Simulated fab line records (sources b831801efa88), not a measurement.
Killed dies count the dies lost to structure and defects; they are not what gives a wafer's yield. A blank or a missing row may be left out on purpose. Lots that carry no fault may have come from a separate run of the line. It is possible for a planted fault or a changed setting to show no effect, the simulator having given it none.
The tool behind it: which one? + flow sky130 + 12 lots, 36 wafers sampled, at 5 steps of a route of 708

## WHAT EACH GAUGE READ, for each wafer
No reading from a measuring or inspecting step in the record can be judged against a usual standard deviation.

## WHAT TOOL EACH LOT RAN ON (gives the tool, then ch and the chambers of the sampled wafers, and finally the start)
| lot  | SKY_METAL1_SPUTTER_00        | SKY_METAL1_SPUTTER_02        | SKY_METAL1_SPUTTER_03        | SKY_METAL1_SPUTTER_04        | SKY_PAD_OPEN_PROBE_99   |
|------|------------------------------|------------------------------|------------------------------|------------------------------|-------------------------|
| L401 | pvd sputter-04, day 31 01:23 | pvd sputter-04, day 31 01:26 | pvd sputter-04, day 31 01:28 | pvd sputter-04, day 31 01:29 | -                       |
| L403 | pvd sputter-01, day 31 12:52 | pvd sputter-01, day 31 12:55 | pvd sputter-01, day 31 12:56 | pvd sputter-01, day 31 12:57 | -                       |
| L404 | pvd sputter-04, day 32 08:55 | pvd sputter-04, day 32 08:58 | pvd sputter-04, day 32 08:59 | pvd sputter-04, day 32 09:01 | -                       |
| L406 | pvd sputter-04, day 33 05:20 | pvd sputter-04, day 33 05:23 | pvd sputter-04, day 33 05:24 | pvd sputter-04, day 33 05:25 | -                       |
| L408 | pvd sputter-01, day 33 19:28 | pvd sputter-01, day 33 19:31 | pvd sputter-01, day 33 19:32 | pvd sputter-01, day 33 19:34 | -                       |
| L416 | pvd sputter-04, day 36 08:56 | pvd sputter-04, day 36 08:59 | pvd sputter-04, day 36 09:01 | pvd sputter-04, day 36 09:02 | prober-02, day 49 05:07 |
| L417 | pvd sputter-02, day 37 10:19 | pvd sputter-02, day 37 10:22 | pvd sputter-02, day 37 10:23 | pvd sputter-02, day 37 10:25 | -                       |
| L418 | pvd sputter-02, day 37 14:56 | pvd sputter-02, day 37 14:58 | pvd sputter-02, day 37 15:00 | pvd sputter-02, day 37 15:01 | -                       |
| L419 | pvd sputter-04, day 37 22:56 | pvd sputter-04, day 37 22:59 | pvd sputter-04, day 37 23:01 | pvd sputter-04, day 37 23:01 | prober-01, day 50 06:48 |
| L422 | pvd sputter-04, day 38 17:34 | pvd sputter-04, day 38 17:37 | pvd sputter-04, day 38 17:38 | pvd sputter-04, day 38 17:40 | -                       |
| L423 | pvd sputter-01, day 38 19:23 | pvd sputter-01, day 38 19:26 | pvd sputter-01, day 38 19:28 | pvd sputter-01, day 38 19:29 | -                       |
| L424 | pvd sputter-02, day 40 08:53 | pvd sputter-02, day 40 08:56 | pvd sputter-02, day 40 08:57 | pvd sputter-02, day 40 08:58 | -                       |
- SKY_METAL1_SPUTTER_00: material Ti, target thk 15 nm, time 10 s.
- SKY_METAL1_SPUTTER_02: material AlCu, target thk 250 nm, time 13.3 s.
- SKY_METAL1_SPUTTER_03: material Ti, target thk 5 nm, time 3.3 s.
- SKY_METAL1_SPUTTER_04: material TiN, target thk 70 nm, time 58.3 s.
- SKY_PAD_OPEN_PROBE_99

## WHAT THE TOOLS THEMSELVES READ (means of the sampled wafers that have a number; where no wafer has one, the mark that the record gives instead)
SKY_METAL1_SPUTTER_00.
| lot  | tool           | cathode dc power W (W) | throttle valve pct (%) |
|------|----------------|------------------------|------------------------|
| L401 | pvd sputter-04 | 2999.6                 | 30.2                   |
| L403 | pvd sputter-01 | 3000.0                 | 30.3                   |
| L404 | pvd sputter-04 | 3000.5                 | 30.1                   |
| L406 | pvd sputter-04 | 3000.4                 | 30.5                   |
| L408 | pvd sputter-01 | 2999.4                 | 30.8                   |
| L416 | pvd sputter-04 | 3000.5                 | 30.2                   |
| L417 | pvd sputter-02 | 2999.1                 | 30.1                   |
| L418 | pvd sputter-02 | 3000.2                 | 29.7                   |
| L419 | pvd sputter-04 | 2999.9                 | 30.1                   |
| L422 | pvd sputter-04 | 3000.5                 | 29.3                   |
| L423 | pvd sputter-01 | 2999.9                 | 31.5                   |
| L424 | pvd sputter-02 | 3000.3                 | 30.0                   |

SKY_METAL1_SPUTTER_02.
| lot  | tool           | cathode dc power W (W) | throttle valve pct (%) |
|------|----------------|------------------------|------------------------|
| L401 | pvd sputter-04 | 10600                  | 30.1                   |
| L403 | pvd sputter-01 | 10602                  | 30.4                   |
| L404 | pvd sputter-04 | 10599                  | 30.0                   |
| L406 | pvd sputter-04 | 10600                  | 30.4                   |
| L408 | pvd sputter-01 | 10601                  | 31.0                   |
| L416 | pvd sputter-04 | 10599                  | 30.1                   |
| L417 | pvd sputter-02 | 10599                  | 30.1                   |
| L418 | pvd sputter-02 | 10600                  | 29.7                   |
| L419 | pvd sputter-04 | 10600                  | 30.0                   |
| L422 | pvd sputter-04 | 10603                  | 29.1                   |
| L423 | pvd sputter-01 | 10601                  | 31.4                   |
| L424 | pvd sputter-02 | 10599                  | 30.1                   |

SKY_METAL1_SPUTTER_03.
| lot  | tool           | cathode dc power W (W) | throttle valve pct (%) |
|------|----------------|------------------------|------------------------|
| L401 | pvd sputter-04 | 3000.2                 | 30.1                   |
| L403 | pvd sputter-01 | 2999.7                 | 30.3                   |
| L404 | pvd sputter-04 | 2904.1                 | 30.0                   |
| L406 | pvd sputter-04 | 2903.8                 | 30.4                   |
| L408 | pvd sputter-01 | 2999.7                 | 31.1                   |
| L416 | pvd sputter-04 | 2999.9                 | 30.2                   |
| L417 | pvd sputter-02 | 3000.3                 | 30.0                   |
| L418 | pvd sputter-02 | 2999.7                 | 29.7                   |
| L419 | pvd sputter-04 | 3000.0                 | 30.0                   |
| L422 | pvd sputter-04 | 2999.7                 | 29.3                   |
| L423 | pvd sputter-01 | 3000.1                 | 31.2                   |
| L424 | pvd sputter-02 | 3000.0                 | 30.2                   |

SKY_METAL1_SPUTTER_04.
| lot  | tool           | cathode dc power W (W) | throttle valve pct (%) |
|------|----------------|------------------------|------------------------|
| L401 | pvd sputter-04 | 6499.4                 | 29.9                   |
| L403 | pvd sputter-01 | 6499.5                 | 30.4                   |
| L404 | pvd sputter-04 | 6500.0                 | 30.3                   |
| L406 | pvd sputter-04 | 6500.1                 | 30.5                   |
| L408 | pvd sputter-01 | 6499.8                 | 30.9                   |
| L416 | pvd sputter-04 | 6499.0                 | 30.2                   |
| L417 | pvd sputter-02 | 6500.8                 | 30.0                   |
| L418 | pvd sputter-02 | 6499.3                 | 29.8                   |
| L419 | pvd sputter-04 | 6499.9                 | 30.0                   |
| L422 | pvd sputter-04 | 6499.2                 | 29.1                   |
| L423 | pvd sputter-01 | 6499.6                 | 31.4                   |
| L424 | pvd sputter-02 | 6499.7                 | 30.0                   |

SKY_PAD_OPEN_PROBE_99.
| lot  | tool      | defect limited yield (%) | killed_at_M0_to_M3 | killed_at_M4_up | killed at contacts | killed at front end | killed at other | killed dies | killed open | killed short | sort_bin_3_pad_short (%) | sort_bin_5_function (%) | sort_bin_6_memory (%) | sort n pass | sort yield pct (%) |
|------|-----------|--------------------------|--------------------|-----------------|--------------------|---------------------|-----------------|-------------|-------------|--------------|--------------------------|-------------------------|-----------------------|-------------|--------------------|
| L416 | prober-02 | 83.7                     | 39                 | 3.0             | 21                 | 17                  | 0.7             | 80          | 45          | 35           | 0.7                      | 8.6                     | 6.8                   | 412         | 83.7               |
| L419 | prober-01 | 82.3                     | 57                 | 5.0             | 15                 | 10                  | 0.0             | 87          | 50          | 36           | 0.4                      | 11.4                    | 5.9                   | 405         | 82.3               |

## THE ANSWER, worked out from the rows above alone
Rule: usual is defined by the lots themselves. Put in order of their means at a reading, lots are off if they are a third of the lots or fewer, leave a main group of 4 or more, and stand apart from it by a gap of 3 or more times the standard deviation of the main group's means; of several such gaps the widest counts. A main group whose means are all the same, to the digits that the tables above print for the reading, isn't used. Also off: a lot with no number at a reading for which 4 or more lots have one. The other lots that the step has rows for count as sound. After the gauges, taken in route order, come the tools' own readings; for these a lot's mean is taken, as printed above. The first step at which some lot is off is used, and at that step the reading that is off furthest; a lot without a number counts as furthest.
Off: L404, L406 (SKY_METAL1_SPUTTER_03, cathode dc power W). The main group has a mean of 2999.9 W with a standard deviation of 0.21.
A tool fits if, at that step or a process step before it, it ran every lot that is off, and no sound lot after the first of them. Not one of the candidates tried fits.

## WHAT THE SIMULATOR HAD PUT IN
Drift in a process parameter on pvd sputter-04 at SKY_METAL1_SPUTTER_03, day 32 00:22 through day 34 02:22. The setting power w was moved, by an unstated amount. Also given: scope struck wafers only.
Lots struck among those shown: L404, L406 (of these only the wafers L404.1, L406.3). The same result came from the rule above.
